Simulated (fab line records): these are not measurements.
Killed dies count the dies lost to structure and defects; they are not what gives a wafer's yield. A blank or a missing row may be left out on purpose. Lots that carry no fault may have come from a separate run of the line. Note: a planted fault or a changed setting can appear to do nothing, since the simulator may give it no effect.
A lot that was struck, set against a sound lot + flow sky130 + 15 steps out of a route of 708
Sound: wafers L338.1, L338.3, L338.6. Struck: wafers L332.2, L332.5, L332.6. At the end, the cause is stated.
Per side, at each step with rows, come the tool, then ch with its chambers, and then its first start. Under that, the readings that differ: sound wafers + struck wafers + difference of the means + sigmas: that difference in standard deviations of wafers without a fault.
alike: readings whose means differ by less than 2 such deviations, and words and numbers that are the same on both sides. not compared: withheld readings, readings that some wafer has no value for, bounds like >300 that may hide the same value, and numbers for which the record gives no deviation and whose values overlap.
A row with sigmas, a row that says differs or no value, or rows on one side alone: a step with any of these is where the two part. Numbers that don't overlap but have no deviation are shown without sigmas and don't part them. A reading missing from all wafers of one side parts the sides only when that side holds two or more wafers.

SKY_METAL5_SPUTTER_04: material TiN, target thk 70 nm, time 58.3 s.
  sound: pvd-sputter-03 at day 48 14:58; struck: pvd-sputter-03 at day 47 07:41
  alike: throttle-valve-pct
SKY_METAL5_RS_MEAS_05: a four-point-probe measurement.
  sound: film-metro-02 at day 48 15:01; struck: film-metro-03 at day 47 07:45
  alike: METAL5_ALCU_RS
SKY_METAL5_THK_MEAS_06: measures by xrf.
  sound: film-metro-02 at day 48 15:08; struck: film-metro-03 at day 47 07:52
  alike: METAL5_ALCU_THK
then, 7 steps without rows for these wafers: SKY_METAL5_DEHYDRATE_07 (time 60 s); SKY_METAL5_HMDS_08 (prime time 60 s); SKY_METAL5_COAT_09 (resist thk 1800 nm); SKY_METAL5_SOFTBAKE_10 (time 60 s); SKY_METAL5_EXPOSE_11 (exposes mask MM5, target cd 1600 nm); SKY_METAL5_PEB_12; SKY_METAL5_DEVELOP_13 (develop time 60 s).
SKY_METAL5_DESCUM_14: chemistry O2, time 11 s.
  sound on rie-metal-03 ch 0, day 49 10:01; struck on rie-metal-02 ch 0,1, day 48 02:10
  alike: chamber-pressure-mTorr, drypump-motor-current-A, oes-product-au, rf-fwd-power-W
  not compared: rf-hours-counter-h
SKY_METAL5_METAL_ETCH_15: etches the open film in Cl2/BCl3, stops on SiO2, target depth 1260 nm, time 252 s.
  sound on rie-metal-03 ch 0, day 49 10:05; struck on rie-metal-02 ch 0,1, day 48 02:13
  alike: bias-w, chamber-pressure-mTorr, drypump-motor-current-A, oes-product-au, rf-fwd-power-W, throttle-valve-pct
  not compared: rf-hours-counter-h
SKY_METAL5_STRIP_16: strips in O2/N2.
  sound on plasma-asher-04 ch 0,1, day 49 10:33; struck on plasma-asher-01 ch 0,1, day 48 02:26
  no value came back on the struck wafers for chamber-pressure-mTorr (mTorr), drypump-motor-current-A (A), oes-product-au (a.u.), strip-time-to-endpoint-s (s); on the sound wafers chamber-pressure-mTorr (mTorr) reads 1501.2 1502.4 1501.7
| reading                                     | sound | struck         | difference | sigmas |
|---------------------------------------------|-------|----------------|------------|--------|
| model.NOVOLAK_of_METAL5_COAT_09.thk-nm (nm) | 0 0 0 | 1033 1031 1025 | +1030      |        |
  not compared: rf-hours-counter-h
then, 1 step without rows for these wafers: SKY_METAL5_STRIP_17 (strips in post etch residue remover, time 1200 s).
SKY_PAD_OPEN_PROBE_99:
  sound: prober-02 at day 50 21:58; struck: prober-02 at day 49 17:44
| reading                               | sound                 | struck                  | difference | sigmas |
|---------------------------------------|-----------------------|-------------------------|------------|--------|
| model.etest.met5-comb.leak-log10-a-um | -11.92 -12.07 -11.98  | -11.25 -11.25 -11.27    | +0.73      |        |
| model.etest.met5.line-ohm-um          | 0.017 0.01705 0.01676 | 0.01711 0.01734 0.01723 | +0.00029   |        |
  alike: defect-limited-yield, killed_at_M0_to_M3, killed_at_M4_up, killed-at-contacts, killed-at-front-end, killed-at-other, killed-dies, killed-open, killed-short, sort_bin_3_pad_short, sort_bin_5_function, sort_bin_6_memory, sort-n-pass, sort-yield-pct

== WHERE THEY PART ==
Only at SKY_METAL5_STRIP_16, within this record. Later steps at which nothing parts them and some readings are alike: SKY_PAD_OPEN_PROBE_99.

WHY: what had been put in by the simulator
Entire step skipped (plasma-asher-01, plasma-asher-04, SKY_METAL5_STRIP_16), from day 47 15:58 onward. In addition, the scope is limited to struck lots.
